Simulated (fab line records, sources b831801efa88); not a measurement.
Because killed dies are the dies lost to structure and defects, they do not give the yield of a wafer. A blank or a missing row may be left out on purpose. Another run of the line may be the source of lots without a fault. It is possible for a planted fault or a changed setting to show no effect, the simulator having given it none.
Chamber matching ; flow sky130 ; 4 sister chambers for SKY_POLY_GATE_ETCH_17 on rieSi-01
The step etches poly-Si in HBr/Cl2, stops on SiO2, target depth 180 nm, time 70.5 s. 22 wafers are shown with their chamber, then 11 later ones without.

== WAFERS, EACH WITH ITS CHAMBER ==
wafer;chamber;drypumpMotorCurrentA (A);oesProductAu (a.u.);mfcCl2Sccm (sccm)
L563.2;0;6.5;0.983;49.89
L563.3;2;5.1;0.981;50.15
L563.4;1;5.9;0.986;50.11
L564.1;2;5.2;0.981;49.98
L564.5;0;6.5;0.985;49.83
L564.6;3;5.3;0.987;49.90
L566.2;1;5.9;0.984;50.03
L566.3;2;5.1;0.972;50.04
L566.4;0;6.5;0.993;49.99
L567.1;0;6.5;0.984;49.93
L567.2;1;5.9;0.982;49.89
L567.6;2;5.1;0.979;49.87
L568.2;0;6.5;0.973;49.86
L568.4;3;5.3;0.982;49.96
L568.6;3;5.3;0.980;50.21
L569.2;0;6.5;0.981;49.97
L569.3;2;5.1;0.978;50.12
L569.4;3;5.3;0.991;50.01
L571.3;1;5.8;0.987;50.04
L571.4;2;5.1;0.973;49.93
L571.6;0;6.5;0.983;49.97
L572.1;0;6.5;0.981;50.16

SIGNATURES, as means of the wafers listed above
reading;chamber 0;chamber 1;chamber 2;chamber 3;scatter within a chamber
drypumpMotorCurrentA;6.500;5.875;5.117;5.300;0.0297
oesProductAu;0.98287;0.98475;0.97733;0.98500;0.00459
mfcCl2Sccm;49.9500;50.0175;50.0150;50.0200;0.109
Rule: distance of a wafer from a chamber = root of the sum over the readings of ((wafer's reading minus chamber's mean) / reading's scatter) squared. If the next closest chamber is less than 2 further off than the closest, the wafer can't be placed; otherwise it belongs to the closest. How the scatter is found: for the shown wafers, subtract from each reading the mean of its chamber, square and add these, divide the total by (wafers less chambers), then take the root.

== WAFERS WITHOUT THEIR CHAMBER ==
wafer;drypumpMotorCurrentA (A);oesProductAu (a.u.);mfcCl2Sccm (sccm)
L572.2;5.3;0.986;49.99
L572.5;6.5;0.983;50.30
L574.1;6.5;0.983;49.94
L574.2;5.3;0.997;50.17
L574.6;5.3;0.992;49.90
L582.1;6.5;0.983;49.86
L582.3;5.3;0.996;49.74
L582.6;5.9;0.994;49.94
L584.1;5.3;0.994;49.91
L584.4;6.5;0.978;49.96
L584.5;5.1;0.990;49.71

== THE CHAMBER EACH PASSED THROUGH ==
wafer;from the rows above;in truth
L572.2;3;3
L572.5;0;0
L574.1;0;0
L574.2;3;3
L574.6;3;3
L582.1;0;0
L582.3;3;3
L582.6;1;1
L584.1;3;3
L584.4;0;0
L584.5;2;2
Placed correctly: 11 of 11. Can't be placed from these rows: 0. Wrongly placed: 0.
